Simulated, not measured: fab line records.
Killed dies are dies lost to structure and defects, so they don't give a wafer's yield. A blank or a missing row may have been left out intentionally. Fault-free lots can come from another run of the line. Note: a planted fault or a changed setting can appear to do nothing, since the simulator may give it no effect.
Which tool did it? + flow gf180mcu + 12 lots, 36 wafers sampled, at 4 steps of a route of 602

== WHAT EACH GAUGE READ, for each wafer ==
GF_V4_OVL_MEAS_15. Usual: for V4_OVL the level is 1 nm and the standard deviation is 6.3.
| lot  | measured     | on         | V4_OVL (nm) | flag |
|------|--------------|------------|-------------|------|
| L257 | day 24 14:45 | overlay-02 | 2 -6 0      |      |
| L258 | day 24 23:54 | overlay-02 | 7 -8 1      |      |
| L259 | day 25 11:41 | overlay-02 | -4 -3 3     |      |
| L260 | day 25 22:29 | overlay-02 | -1 -6 5     |      |
| L262 | day 26 19:13 | overlay-02 | 0 -4 1      |      |
| L263 | day 27 01:01 | overlay-02 | 5 -5 4      |      |
| L264 | day 27 15:52 | overlay-01 | 0 -5 -4     |      |
| L269 | day 28 17:31 | overlay-02 | 1 -4 8      |      |
| L272 | day 29 13:20 | overlay-02 | -4 -4 -4    |      |
| L273 | day 29 17:29 | overlay-01 | -13 -6 -5   |      |
| L275 | day 30 09:31 | overlay-02 | -4 -3 -9    |      |
| L279 | day 31 09:56 | overlay-02 | 2 -3 -10    |      |

GF_MIM_THK_MEAS_06. Usual: for MIM_CVD_05_THK the level is 41.6 nm and the standard deviation is 0.51.
| lot  | measured     | on            | MIM_CVD_05_THK (nm)           | flag |
|------|--------------|---------------|-------------------------------|------|
| L257 | day 24 16:24 | film metro-02 | 41.5 41.5 41.7                |      |
| L258 | day 25 01:34 | film metro-02 | 41.0 41.7 41.5                |      |
| L259 | day 25 13:20 | film metro-02 | 40.9 41.3 41.6                |      |
| L260 | day 26 00:14 | film metro-04 | 41.1 41.4 41.5                |      |
| L262 | day 26 20:53 | film metro-02 | 41.1 41.1 41.4                |      |
| L263 | day 27 02:42 | film metro-03 | 41.0 41.4 41.6                |      |
| L264 | day 27 17:35 | film metro-03 | 41.7 41.2 41.4                |      |
| L269 | day 28 19:13 | film metro-04 | 55.0 41.6 42.5 55.0 41.6 42.5 | OFF  |
| L272 | day 29 15:01 | film metro-02 | 55.2 41.3 56.5 55.2 41.3 56.5 | OFF  |
| L273 | day 29 19:08 | film metro-03 | 41.4 42.0 42.7                |      |
| L275 | day 30 11:10 | film metro-02 | 41.6 41.5 42.3                |      |
| L279 | day 31 11:37 | film metro-04 | 41.4 42.3 42.2                |      |

== WHAT TOOL EACH LOT RAN ON (gives the tool, then ch and the chambers of the sampled wafers, and finally the start) ==
| lot  | GF_V4_CMP_26                  | GF_MIM_CVD_05                   |
|------|-------------------------------|---------------------------------|
| L257 | cmp-01 ch 0,2,3, day 24 15:56 | pecvd-02 ch 1,2, day 24 16:21   |
| L258 | cmp-01 ch 0,1, day 25 00:59   | pecvd-02 ch 1,2, day 25 01:31   |
| L259 | cmp-02 ch 1,2, day 25 12:50   | pecvd-02 ch 0,1,2, day 25 13:18 |
| L260 | cmp-01 ch 0,2,3, day 25 23:38 | pecvd-01 ch 0,1,2, day 26 00:09 |
| L262 | cmp-01 ch 0,1,2, day 26 20:25 | pecvd-03 ch 1,2, day 26 20:50   |
| L263 | cmp-01 ch 2,3, day 27 02:08   | pecvd-02 ch 0,1,2, day 27 02:39 |
| L264 | cmp-02 ch 0,1,2, day 27 17:00 | pecvd-03 ch 0,1,2, day 27 17:31 |
| L269 | cmp-02 ch 1,2,3, day 28 18:42 | pecvd-03 ch 1,2, day 28 19:10   |
| L272 | cmp-02 ch 0,1,2, day 29 14:34 | pecvd-03 ch 1,2, day 29 14:59   |
| L273 | cmp-01 ch 1,2, day 29 18:35   | pecvd-01 ch 0,1, day 29 19:06   |
| L275 | cmp-02 ch 1,3, day 30 10:37   | pecvd-01 ch 0,1,2, day 30 11:08 |
| L279 | cmp-02 ch 1,2,3, day 31 11:12 | pecvd-01 ch 0,1,2, day 31 11:34 |
- GF_V4_CMP_26: polishes, stops on SiO2, t overpolish 15 s, target thk 0 nm.
- GF_MIM_CVD_05: deposits Si3N4, target thk 42 nm, time 29.086 s.

== AS READ BY THE TOOLS THEMSELVES (means over the sampled wafers that have a number; for cases with no such wafer, the mark the record gives instead) ==
GF_V4_CMP_26. Usual: motor current A 11.4 A, standard deviation 0.8; overpolish run s 15.000 s, standard deviation 0.0088; slurry flow ml min 150.0, standard deviation 0.47; time to endpoint s 87 s, standard deviation 3.2.
| lot  | tool   | motor current A (A) | overpolish run s (s) | slurry flow ml min | time to endpoint s (s) | flag |
|------|--------|---------------------|----------------------|--------------------|------------------------|------|
| L257 | cmp-01 | 11.1                | 15.006               | 150.0              | 86                     |      |
| L258 | cmp-01 | 11.2                | 15.003               | 149.7              | 90                     |      |
| L259 | cmp-02 | 12.3                | 14.999               | 150.3              | 86                     |      |
| L260 | cmp-01 | 10.9                | 15.005               | 149.9              | 85                     |      |
| L262 | cmp-01 | 11.4                | 14.995               | 150.3              | 90                     |      |
| L263 | cmp-01 | 10.5                | 15.006               | 150.1              | 91                     |      |
| L264 | cmp-02 | 12.0                | 15.006               | 150.0              | 86                     |      |
| L269 | cmp-02 | 12.0                | 15.003               | 150.6              | 92                     |      |
| L272 | cmp-02 | 12.1                | 14.996               | 150.1              | 89                     |      |
| L273 | cmp-01 | 10.8                | 15.002               | 149.8              | 83                     |      |
| L275 | cmp-02 | 12.0                | 14.999               | 150.0              | 86                     |      |
| L279 | cmp-02 | 11.9                | 15.004               | 150.4              | 88                     |      |

GF_MIM_CVD_05. Usual: 687 W for heater power w, sd 110.
| lot  | tool     | heater power w (W) | flag |
|------|----------|--------------------|------|
| L257 | pecvd-02 | 930                |      |
| L258 | pecvd-02 | 806                |      |
| L259 | pecvd-02 | 746                |      |
| L260 | pecvd-01 | 662                |      |
| L262 | pecvd-03 | 674                |      |
| L263 | pecvd-02 | 773                |      |
| L264 | pecvd-03 | 680                |      |
| L269 | pecvd-03 | 656                |      |
| L272 | pecvd-03 | 738                |      |
| L273 | pecvd-01 | 620                |      |
| L275 | pecvd-01 | 653                |      |
| L279 | pecvd-01 | 656                |      |

== THE ANSWER, worked out from the rows above alone ==
Rule: take the mean of a lot's wafers that have a number; if it is more than 3 standard deviations from the usual mean, the lot is off. Also off: a lot with no number at a reading for which 4 or more lots have one. Any other lot the step has rows for is counted as sound. First the gauges in route order, then the tools' own readings, where a lot's mean is used as printed above. At the first step where some lot is off, the reading lying furthest off is the one used; lots without a number count as furthest.
Off: L269, L272, seen at GF_MIM_THK_MEAS_06 (MIM_CVD_05_THK).
A tool fits if, at a process step before that reading, it ran every lot that is off, and no sound lot after the first of them. Gauges at GF_MIM_THK_MEAS_06: tried the same way as those tools. One fits: pecvd-03 at GF_MIM_CVD_05. A fault onset in the window from L264 (day 27 17:31, its last sound lot) to L269 (day 28 19:10, its first lot off) fits.

== WHAT THE SIMULATOR HAD INSERTED ==
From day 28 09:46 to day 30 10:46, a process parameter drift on pecvd-03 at GF_MIM_CVD_05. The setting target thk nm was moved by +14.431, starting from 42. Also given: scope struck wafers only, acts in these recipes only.
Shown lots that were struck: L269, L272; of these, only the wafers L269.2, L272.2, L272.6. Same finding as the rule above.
